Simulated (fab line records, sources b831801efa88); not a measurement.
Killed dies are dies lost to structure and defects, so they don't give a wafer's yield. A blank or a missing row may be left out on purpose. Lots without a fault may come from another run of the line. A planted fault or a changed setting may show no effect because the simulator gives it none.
fab line records | flow sky130
record lots=24 wafers=72 last_day=50
route steps=708 shown VIA3@594 METAL4@602 VIA4@651 METAL5@675 PASSIVATION@684
lots that met no fault: from a run of the same line without faults
start_h: hours from the record's first day to the start of the lot's first wafer shown | wait_h: hours since the lot's step before | " the same as in the row above | L1.1+2: a row that stands for several wafers | - no value, or no start given | * or withheld: withheld | < > ~ a bound
route shown NAME@n: a module of which the file shows steps, and the number in the route of the first | usual: mean/standard deviation of fault-free wafers | same: alike in all rows | chamber/n: place in a boat | sites: the reading at each site | _std_site: their standard deviation | _edge_site: outer sites' mean less inner sites' | radius_mm: how far each site lies from the wafer's centre | mask NAME#n: copy n | behind: the tool/chamber that last shaped the wafer | hold: why the lot was held/for how many hours/how that ended | device: the transistor (n, p or np) that didn't switch | end of line: the same wafers' tests at the end of the route | a step without rows: its recipe alone | killed: dies lost to structure and defects at the first sort, not the wafer's yield | map: a wafer's dies, x killed, . not, _ none there
set.NAME: the setting as run; set.NAME@STEP: as run at that earlier step | model.NAME: the simulator's own value behind a step, which no gauge read
steps of the route over a sample of lots; a table a step, a row a wafer
services: from which hour (start_h, from the record's first day; less than 0 if before it) a tool's chamber was out of use, for how many hours, and why
## steps
# step SKY_VIA3_CVD_21
# recipe material=W target_thk_nm=390 time_s=117.31 temp_c=400 pressure_torr=40
# usual heater_power_outer_w=524/36 heater_power_w=852/35
# columns lot.wafer tool chamber start_h wait_h heater_power_outer_w heater_power_w
L074.1 cvd_w-02 1 926.33 0.0 538 907
L074.2 " 0 " " 574 852
L074.5 " 0 " " 572 875
L075.2 cvd_w-02 1 929.23 0.0 548 891
L075.3 " 0 " " 587 865
L075.6 " 0 " " 568 861
L076.3 cvd_w-02 1 943.87 0.1 534 907
L076.5 " 1 " " 529 898
L076.6 " 0 " " 565 858
L077.2 cvd_w-02 1 953.79 0.0 537 877
L077.3 " 0 " " 572 850
L077.5 " 0 " " 564 885
L078.1 cvd_w-01 0 960.80 0.0 537 811
L078.4 " 1 " " 485 864
L078.6 " 0 " " 529 818
L079.2 cvd_w-01 1 967.03 0.0 473 834
L079.4 " 0 " " 520 778
L079.6 " 1 " " 494 829
L080.3 cvd_w-02 1 978.43 0.1 526 901
L080.4 " 0 " " 574 858
L080.5 " 0 " " 580 873
L081.1 cvd_w-01 1 982.98 0.0 484 867
L081.2 " 0 " " 512 804
L081.3 " 0 " " 520 813
L082.1 cvd_w-01 1 992.03 0.0 474 850
L082.3 " 1 " " 474 834
L082.5 " 1 " " 491 840
L083.4 cvd_w-01 0 995.32 0.1 533 807
L083.5 " 1 " " 487 829
L083.6 " 0 " " 530 781
L084.2 cvd_w-01 0 1001.04 0.0 524 805
L084.5 " 0 " " 531 797
L084.6 " 1 " " 479 852
L086.1 cvd_w-02 0 1012.62 0.0 573 837
L086.2 " 1 " " 548 931
L086.5 " 0 " " 588 842
L085.3 cvd_w-01 1 1016.59 0.1 476 847
L085.4 " 0 " " 522 813
L085.5 " 0 " " 521 806
L087.2 cvd_w-01 1 1019.78 0.0 482 862
L087.3 " 0 " " 528 795
L087.5 " 1 " " 485 860
L088.3 cvd_w-02 0 1024.56 0.1 576 872
L088.5 " 1 " " 540 920
L088.6 " 0 " " 597 873
L089.1 cvd_w-01 1 1031.38 0.0 486 855
L089.2 " 0 " " 525 808
L089.4 " 0 " " 523 796
L090.2 cvd_w-02 1 1032.94 0.0 539 902
L090.3 " 0 " " 577 880
L090.5 " 1 " " 533 907
L091.3 cvd_w-01 0 1046.42 0.1 512 783
L091.4 " 1 " " 485 870
L091.6 " 1 " " 489 871
L092.2 cvd_w-01 1 1049.80 0.0 471 838
L092.4 " 0 " " 532 796
L092.6 " 1 " " 490 869
L093.2 cvd_w-01 1 1058.73 0.0 493 842
L093.3 " 1 " " 478 834
L093.4 " 0 " " 532 795
L094.1 cvd_w-01 1 1065.42 0.0 496 838
L094.3 " 1 " " 471 864
L094.5 " 1 " " 481 871
L095.3 cvd_w-02 1 1066.83 0.1 530 903
L095.4 " 0 " " 596 860
L095.5 " 1 " " 552 906
L096.2 cvd_w-01 1 1075.03 0.1 473 841
L096.3 " 1 " " 500 830
L096.4 " 1 " " 480 858
L097.1 cvd_w-02 0 1080.04 0.0 564 860
L097.3 " 1 " " 546 906
L097.4 " 0 " " 584 858
# step SKY_METAL4_SPUTTER_04
# recipe material=TiN target_thk_nm=70 power_w=6500 time_s=58.3 chamber_pressure_pa=0.4
# usual throttle_valve_pct=30.0/1.3
# columns lot.wafer tool chamber start_h wait_h throttle_valve_pct
L074.1 pvd_sputter-03 - 927.20 0.0 27.3
L074.2 " - " " 31.4
L074.5 " - " " 30.0
L075.2 pvd_sputter-04 - 929.94 0.0 30.1
L075.3 " - " " 32.8
L075.6 " - " " 32.1
L076.3 pvd_sputter-04 - 944.54 0.0 29.6
L076.5 " - " " 32.3
L076.6 " - " " 28.9
L077.2 pvd_sputter-03 - 954.50 0.0 30.1
L077.3 " - " " 29.1
L077.5 " - " " 29.3
L078.1 pvd_sputter-02 - 961.51 0.0 31.5
L078.4 " - " " 28.0
L078.6 " - " " 30.1
L079.2 pvd_sputter-02 - 968.01 0.0 27.9
L079.4 " - " " 30.4
L079.6 " - " " 31.5
L080.3 pvd_sputter-02 - 979.69 0.0 30.1
L080.4 " - " " 30.0
L080.5 " - " " 27.8
L081.1 pvd_sputter-04 - 983.69 0.0 30.2
L081.2 " - " " 29.3
L081.3 " - " " 29.7
L082.1 pvd_sputter-04 - 992.73 0.0 28.9
L082.3 " - " " 30.0
L082.5 " - " " 32.0
L083.4 pvd_sputter-03 - 995.99 0.0 27.4
L083.5 " - " " 27.5
L083.6 " - " " 31.7
L084.2 pvd_sputter-02 - 1001.75 0.0 29.8
L084.5 " - " " 28.0
L084.6 " - " " 29.7
L086.1 pvd_sputter-04 - 1013.33 0.0 28.9
L086.2 " - " " 32.4
L086.5 " - " " 29.4
L085.3 pvd_sputter-04 - 1017.26 0.0 30.3
L085.4 " - " " 29.2
L085.5 " - " " 29.6
L087.2 pvd_sputter-03 - 1020.49 0.0 29.4
L087.3 " - " " 30.3
L087.5 " - " " 29.4
L088.3 pvd_sputter-04 - 1025.23 0.0 32.0
L088.5 " - " " 32.4
L088.6 " - " " 29.1
L089.1 pvd_sputter-04 - 1032.09 0.0 32.2
L089.2 " - " " 29.6
L089.4 " - " " 30.1
L090.2 pvd_sputter-04 - 1033.65 0.0 30.2
L090.3 " - " " 29.6
L090.5 " - " " 30.0
L091.3 pvd_sputter-04 - 1047.09 0.0 32.4
L091.4 " - " " 29.6
L091.6 " - " " 32.1
L092.2 pvd_sputter-04 - 1050.50 0.0 28.9
L092.4 " - " " 29.7
L092.6 " - " " 29.7
L093.2 pvd_sputter-04 - 1059.44 0.0 32.3
L093.3 " - " " 29.7
L093.4 " - " " 29.3
L094.1 pvd_sputter-04 - 1066.28 0.0 29.9
L094.3 " - " " 32.2
L094.5 " - " " 29.5
L095.3 pvd_sputter-03 - 1067.93 0.0 29.1
L095.4 " - " " 27.4
L095.5 " - " " 30.4
L096.2 pvd_sputter-02 - 1075.82 0.0 29.7
L096.3 " - " " 28.0
L096.4 " - " " 30.3
L097.1 pvd_sputter-04 - 1080.75 0.0 29.9
L097.3 " - " " 28.9
L097.4 " - " " 32.4
# step SKY_VIA4_ETCH_12
# recipe target=SiO2 chemistry=C4F8/O2/Ar stop_on=TiN mask_material=NOVOLAK source_w=1500 bias_w=1200 pressure_mtorr=40 c4f8_flow_sccm=withheld O2_flow_sccm=6 Ar_flow_sccm=300 time_s=withheld target_depth_a=5800
# usual oes_product_au=0.925/0.0045
# columns lot.wafer tool chamber start_h wait_h oes_product_au
L074.1 rie_diel-01 1 1001.61 0.0 0.934
L074.2 " 3 " " 0.922
L074.5 " 1 " " 0.925
L075.2 rie_diel-02 2 1004.61 0.0 0.926
L075.3 " 3 " " 0.925
L075.6 " 2 " " 0.923
L076.3 rie_diel-04 2 1017.71 0.0 0.927
L076.5 " 2 " " 0.927
L076.6 " 1 " " 0.930
L077.2 rie_diel-02 3 1027.47 0.0 0.925
L077.3 " 2 " " 0.928
L077.5 " 0 " " 0.925
L078.1 rie_diel-01 1 1032.26 0.0 0.929
L078.4 " 3 " " 0.928
L078.6 " 1 " " 0.929
L079.2 rie_diel-02 0 1038.66 0.0 0.933
L079.4 " 3 " " 0.925
L079.6 " 3 " " 0.918
L080.3 rie_diel-02 3 1050.47 0.0 0.931
L080.4 " 1 " " 0.929
L080.5 " 3 " " 0.932
L081.1 rie_diel-04 0 1053.71 0.0 0.925
L081.2 " 3 " " 0.925
L081.3 " 1 " " 0.920
L082.1 rie_diel-02 1 1062.11 0.0 0.925
L082.3 " 0 " " 0.924
L082.5 " 3 " " 0.922
L083.4 rie_diel-04 2 1065.56 0.0 0.926
L083.5 " 0 " " 0.927
L083.6 " 1 " " 0.931
L084.2 rie_diel-01 3 1071.61 0.0 0.926
L084.5 " 1 " " 0.926
L084.6 " 0 " " 0.928
L086.1 rie_diel-04 3 1081.21 0.0 0.914
L086.2 " 2 " " 0.927
L086.5 " 1 " " 0.929
L085.3 rie_diel-04 3 1083.76 0.0 0.935
L085.4 " 1 " " 0.913
L085.5 " 0 " " 0.918
L087.2 rie_diel-04 2 1087.91 0.0 0.923
L087.3 " 1 " " 0.925
L087.5 " 2 " " 0.924
L088.3 rie_diel-02 2 1092.16 0.0 0.925
L088.5 " 0 " " 0.923
L088.6 " 1 " " 0.924
L089.1 rie_diel-01 1 1099.01 0.0 0.921
L089.2 " 2 " " 0.931
L089.4 " 3 " " 0.929
L090.2 rie_diel-02 3 1100.17 0.0 0.930
L090.3 " 1 " " 0.934
L090.5 " 0 " " 0.933
L091.3 rie_diel-01 3 1112.16 0.0 0.916
L091.4 " 2 " " 0.921
L091.6 " 2 " " 0.927
L092.2 rie_diel-04 1 1114.81 0.0 0.926
L092.4 " 2 " " 0.928
L092.6 " 2 " " 0.918
L093.2 rie_diel-04 0 1122.42 0.0 0.927
L093.3 " 1 " " 0.928
L093.4 " 3 " " 0.922
L094.1 rie_diel-02 2 1128.82 0.0 0.926
L094.3 " 0 " " 0.920
L094.5 " 2 " " 0.923
L095.3 rie_diel-01 0 1129.66 0.0 0.936
L095.4 " 1 " " 0.925
L095.5 " 1 " " 0.924
L096.2 rie_diel-02 1 1138.67 0.0 0.921
L096.3 " 2 " " 0.928
L096.4 " 0 " " 0.918
L097.1 rie_diel-02 0 1142.01 0.0 0.918
L097.3 " 1 " " 0.924
L097.4 " 2 " " 0.924
# step SKY_METAL5_DESCUM_14
# recipe chemistry=O2 source_power_w=150 bias_power_w=0 pressure_mtorr=10 temp_c=40 time_s=11
# usual drypump_motor_current_A=5.4/0.32 oes_product_au=0.999/0.0082
# columns lot.wafer tool chamber start_h wait_h drypump_motor_current_A oes_product_au rf_hours_counter_h
L074.1 rie_metal-02 0 1025.93 0.1 5.1 0.988 10
L074.2 " 1 " " 5.7 0.995 13
L074.5 " 0 " " 5.0 0.985 -
L075.2 rie_metal-03 1 1028.92 0.1 5.0 1.008 12
L075.3 " 1 " " 4.9 1.007 -
L075.6 " 0 " " 5.6 0.999 -
L076.3 rie_metal-02 1 1041.54 0.1 5.8 0.998 -
L076.5 " 1 " " 5.7 0.992 -
L076.6 " 0 " " 5.1 0.999 -
L077.2 rie_metal-04 1 1051.02 0.1 5.5 1.005 16
L077.3 " 0 " " 5.8 1.012 -
L077.5 " 1 " " 5.5 0.995 -
L078.1 rie_metal-03 1 1056.28 0.1 5.0 1.008 14
L078.4 " 0 " " 5.6 1.009 -
L078.6 " 1 " " 5.0 1.009 -
L079.2 rie_metal-03 1 1062.17 0.1 4.9 1.003 14
L079.4 " 0 " " 5.6 1.000 -
L079.6 " 1 " " 5.0 1.009 -
L080.3 rie_metal-04 0 1073.39 0.1 5.7 0.998 -
L080.4 " 1 " " 5.5 0.980 -
L080.5 " 1 " " 5.5 0.994 -
L081.1 rie_metal-04 1 1076.23 0.1 5.5 0.984 18
L081.2 " 0 " " 5.7 1.002 5
L081.3 " 0 " " 5.8 0.993 -
L082.1 rie_metal-03 1 1084.47 0.1 5.0 1.013 16
L082.3 " 0 " " 5.6 1.004 -
L082.5 " 1 " " 5.0 1.011 -
L083.4 rie_metal-03 0 1087.24 0.1 5.6 0.999 -
L083.5 " 0 " " 5.6 0.997 -
L083.6 " 1 " " 5.0 1.004 -
L084.2 rie_metal-04 1 1093.67 0.1 5.5 0.988 19
L084.5 " 1 " " 5.5 0.987 -
L084.6 " 0 " " 5.7 0.983 -
L086.1 rie_metal-02 1 1103.23 0.1 5.8 0.993 17
L086.2 " 0 " " 5.1 0.998 15
L086.5 " 0 " " 5.1 0.995 -
L085.3 rie_metal-02 1 1105.98 0.1 5.8 0.985 -
L085.4 " 0 " " 5.0 1.005 -
L085.5 " 1 " " 5.7 0.990 -
L087.2 rie_metal-03 0 1109.77 0.1 5.6 1.012 18
L087.3 " 1 " " 5.0 1.011 -
L087.5 " 0 " " 5.6 1.016 -
L088.3 rie_metal-02 1 1113.69 0.1 5.8 0.983 -
L088.5 " 0 " " 5.1 1.000 -
L088.6 " 1 " " 5.8 0.992 -
L089.1 rie_metal-04 0 1120.12 0.1 5.7 1.007 8
L089.2 " 0 " " 5.7 1.011 -
L089.4 " 0 " " 5.7 0.996 -
L090.2 rie_metal-04 0 1121.58 0.1 5.7 0.995 -
L090.3 " 0 " " 5.7 0.999 -
L090.5 " 0 " " 5.7 1.001 -
L091.3 rie_metal-04 0 1133.04 0.1 5.7 1.003 -
L091.4 " 1 " " 5.5 1.004 -
L091.6 " 1 " " 5.5 0.999 -
L092.2 rie_metal-02 0 1136.12 0.1 5.1 1.004 18
L092.4 " 1 " " 5.8 0.993 -
L092.6 " 0 " " 5.1 1.006 -
L093.2 rie_metal-02 0 1142.93 0.1 5.1 1.006 19
L093.3 " 1 " " 5.8 0.982 -
L093.4 " 0 " " 5.1 0.997 -
L094.1 rie_metal-04 1 1148.93 0.1 5.5 0.991 21
L094.3 " 0 " " 5.7 0.992 -
L094.5 " 1 " " 5.5 1.002 -
L095.3 rie_metal-03 1 1150.05 0.1 4.9 1.010 -
L095.4 " 1 " " 5.0 1.006 -
L095.5 " 1 " " 5.0 1.009 -
L096.2 rie_metal-03 1 1158.39 0.1 4.9 1.007 -
L096.3 " 1 " " 5.0 1.006 -
L096.4 " 1 " " 4.9 1.001 -
L097.1 rie_metal-04 0 1161.13 0.1 5.7 1.000 13
L097.3 " 1 " " 5.5 1.005 -
L097.4 " 0 " " 5.7 1.000 -
# step SKY_PASSIVATION_THK_MEAS_03
# recipe reads=Si3N4_of_PASSIVATION_CVD_02
# usual PASSIVATION_CVD_02_THK=541/6.8
# columns lot.wafer tool chamber start_h wait_h PASSIVATION_CVD_02_THK[nm]
L074.1 film_metro-03 - 1027.18 - 532
L074.2 " - " " 528
L074.5 " - " " 535
L075.2 film_metro-04 - 1030.25 - 535
L075.3 " - " " 554
L075.6 " - " " 543
L076.3 film_metro-01 - 1043.06 - 539
L076.5 " - " " 548
L076.6 " - " " 542
L077.2 film_metro-04 - 1052.23 - 538
L077.3 " - " " 539
L077.5 " - " " 543
L078.1 film_metro-04 - 1057.88 - 537
L078.4 " - " " 550
L078.6 " - " " 541
L079.2 film_metro-03 - 1063.39 - 543
L079.4 " - " " 551
L079.6 " - " " 547
L080.3 film_metro-04 - 1074.69 - 537
L080.4 " - " " 535
L080.5 " - " " 549
L081.1 film_metro-01 - 1077.41 - 531
L081.2 " - " " 532
L081.3 " - " " 536
L082.1 film_metro-03 - 1085.68 - 532
L082.3 " - " " 545
L082.5 " - " " 549
L083.4 film_metro-01 - 1088.43 - 553
L083.5 " - " " 549
L083.6 " - " " 542
L084.2 film_metro-03 - 1094.88 - 539
L084.5 " - " " 550
L084.6 " - " " 541
L086.1 film_metro-04 - 1104.40 - 529
L086.2 " - " " 536
L086.5 " - " " 546
L085.3 film_metro-01 - 1107.27 - 534
L085.4 " - " " 543
L085.5 " - " " 540
L087.2 film_metro-04 - 1110.99 - 534
L087.3 " - " " 534
L087.5 " - " " 542
L088.3 film_metro-03 - 1114.88 - 532
L088.5 " - " " 544
L088.6 " - " " 551
L089.1 film_metro-01 - 1121.56 - 528
L089.2 " - " " 539
L089.4 " - " " 541
L090.2 film_metro-04 - 1123.13 - 524
L090.3 " - " " 539
L090.5 " - " " 534
L091.3 film_metro-04 - 1134.33 - 534
L091.4 " - " " 530
L091.6 " - " " 531
L092.2 film_metro-01 - 1137.84 - 539
L092.4 " - " " 543
L092.6 " - " " 539
L093.2 film_metro-03 - 1144.29 - 536
L093.3 " - " " 540
L093.4 " - " " 553
L094.1 film_metro-01 - 1150.19 - 534
L094.3 " - " " 546
L094.5 " - " " 546
L095.3 film_metro-03 - 1151.61 - 550
L095.4 " - " " 540
L095.5 " - " " 543
L096.2 film_metro-04 - 1160.04 - 534
L096.3 " - " " 545
L096.4 " - " " 553
L097.1 film_metro-03 - 1162.30 - 543
L097.3 " - " " 537
L097.4 " - " " 548
# step SKY_PASSIVATION_ETCH_11
# recipe chemistry=CF4/O2 target_depth_nm=725 stop_on=AlCu source_w=800 bias_w=150 pressure_mtorr=150 cf4_flow_sccm=80 O2_flow_sccm=10 time_s=161.1
# usual drypump_motor_current_A=5.4/0.43 oes_product_au=0.978/0.0067 throttle_valve_pct=5.964/0.0099
# columns lot.wafer tool chamber start_h wait_h drypump_motor_current_A oes_product_au rf_hours_counter_h throttle_valve_pct
L074.1 rie_diel-03 2 1049.22 - 4.7 0.970 24 5.982
L074.2 " 1 " " 5.4 0.967 16 5.975
L074.5 " 1 " " 5.4 0.972 - 5.959
L075.2 rie_diel-03 1 1052.02 - 5.4 0.968 16 5.954
L075.3 " 2 " " 4.6 0.985 24 5.974
L075.6 " 2 " " 4.7 0.970 - 5.966
L076.3 rie_diel-02 1 1064.53 - 5.3 0.965 13 5.973
L076.5 " 0 " " 5.3 0.985 - 5.961
L076.6 " 1 " " 5.3 0.979 - 5.964
L077.2 rie_diel-02 1 1073.62 - 5.3 0.979 13 5.947
L077.3 " 0 " " 5.3 0.980 13 5.967
L077.5 " 1 " " 5.3 0.978 - 5.959
L078.1 rie_diel-01 1 1078.48 - 6.0 0.975 21 5.961
L078.4 " 1 " " 6.0 0.976 - 5.954
L078.6 " 0 " " 5.6 0.991 - 5.972
L079.2 rie_diel-03 3 1084.17 - 5.4 0.969 8 5.986
L079.4 " 0 " " 6.2 0.998 20 5.997
L079.6 " 3 " " 5.4 0.976 - 5.966
L080.3 rie_diel-02 3 1095.18 - 4.6 0.979 15 5.962
L080.4 " 1 " " 5.3 0.979 14 5.959
L080.5 " 3 " " 4.6 0.995 - 5.969
L081.1 rie_diel-02 3 1098.27 - 4.6 0.975 15 5.957
L081.2 " 2 " " 5.3 0.966 17 5.966
L081.3 " 0 " " 5.2 0.970 13 5.960
L082.1 rie_diel-03 2 1105.77 - 4.7 0.966 26 5.969
L082.3 " 0 " " 6.2 0.986 21 5.956
L082.5 " 3 " " 5.4 0.970 - 5.972
L083.4 rie_diel-01 3 1108.58 - 5.6 0.982 15 5.986
L083.5 " 2 " " 5.7 0.986 - 5.966
L083.6 " 1 " " 6.0 0.976 - 5.976
L084.2 rie_diel-01 0 1114.68 - 5.6 0.978 20 5.979
L084.5 " 3 " " 5.5 0.987 - 5.980
L084.6 " 2 " " 5.7 0.988 - 5.965
L086.1 rie_diel-02 1 1123.53 - 5.3 0.973 15 5.962
L086.2 " 3 " " 4.6 0.977 16 5.949
L086.5 " 0 " " 5.2 0.982 - 5.958
L085.3 rie_diel-02 3 1126.92 - 4.6 0.973 16 5.966
L085.4 " 0 " " 5.2 0.982 14 5.968
L085.5 " 1 " " 5.3 0.983 - 5.965
L087.2 rie_diel-02 3 1129.73 - 4.6 0.968 16 5.946
L087.3 " 2 " " 5.3 0.968 18 5.964
L087.5 " 1 " " 5.3 0.985 - 5.965
L088.3 rie_diel-02 1 1134.52 - 5.4 0.963 15 5.971
L088.5 " 0 " " 5.2 0.985 - 5.958
L088.6 " 3 " " 4.6 0.988 - 5.953
L089.1 rie_diel-01 0 1139.78 - 5.6 0.975 20 5.949
L089.2 " 3 " " 5.6 0.975 16 5.962
L089.4 " 1 " " 6.0 0.981 24 5.953
L090.2 rie_diel-03 3 1142.17 - 5.4 0.970 10 5.955
L090.3 " 0 " " 6.2 0.980 22 5.972
L090.5 " 1 " " 5.4 0.980 - 5.968
L091.3 rie_diel-01 3 1152.28 - 5.5 0.973 16 5.951
L091.4 " 1 " " 6.0 0.980 - 5.973
L091.6 " 0 " " 5.6 0.960 - 5.964
L092.2 rie_diel-02 3 1155.67 - 4.6 0.992 17 5.961
L092.4 " 2 " " 5.3 0.980 19 5.970
L092.6 " 2 " " 5.4 0.979 - 5.955
L093.2 rie_diel-03 3 1161.78 - 5.4 0.974 11 5.960
L093.3 " 0 " " 6.2 0.975 23 5.965
L093.4 " 1 " " 5.4 0.987 20 5.953
L094.1 rie_diel-01 0 1167.42 - 5.6 0.971 22 5.944
L094.3 " 1 " " 6.0 0.985 25 5.978
L094.5 " 3 " " 5.6 0.988 - 5.971
L095.3 rie_diel-03 3 1168.38 - 5.4 0.980 11 5.987
L095.4 " 2 " " 4.7 0.972 29 5.964
L095.5 " 3 " " 5.4 0.981 - 5.971
L096.2 rie_diel-03 0 1176.98 - 6.2 0.972 23 5.967
L096.3 " 1 " " 5.4 0.975 21 5.970
L096.4 " 3 " " 5.5 0.985 11 5.968
L097.1 rie_diel-01 3 1178.87 - 5.6 0.981 18 5.959
L097.3 " 0 " " 5.7 0.973 22 5.969
L097.4 " 1 " " 6.0 0.978 25 5.967
## services
# columns tool chamber start_h hours kind
cvd_w-02 - 904.00 14.0 pm
rie_metal-04 - 909.84 0.5 repair
cvd_w-02 1 914.83 9.1 repair
cvd_w-01 - 918.00 2.8 pm
cvd_w-02 - 921.15 2.8 pm
rie_diel-01 - 933.75 2.8 pm
rie_diel-01 1 938.46 2.1 repair
rie_diel-02 0 948.88 4.3 repair
rie_diel-01 - 995.30 0.1 repair
cvd_w-01 - 1008.57 2.0 repair
rie_metal-04 - 1011.08 28.1 pm
rie_diel-01 0 1021.12 5.7 repair
rie_diel-02 0 1040.02 5.5 repair
cvd_w-02 1 1049.24 2.7 repair
rie_diel-01 0 1054.46 6.7 repair
cvd_w-01 0 1063.37 16.9 repair
rie_diel-01 2 1077.98 5.3 repair
cvd_w-01 1 1078.37 4.5 repair
rie_metal-04 - 1098.79 15.6 pm
rie_diel-02 0 1107.10 13.1 repair
rie_metal-04 1 1114.56 15.5 repair
cvd_w-02 - 1149.00 0.6 repair
rie_diel-01 2 1149.16 3.6 repair
cvd_w-01 1 1171.49 2.4 repair
## key
fault none
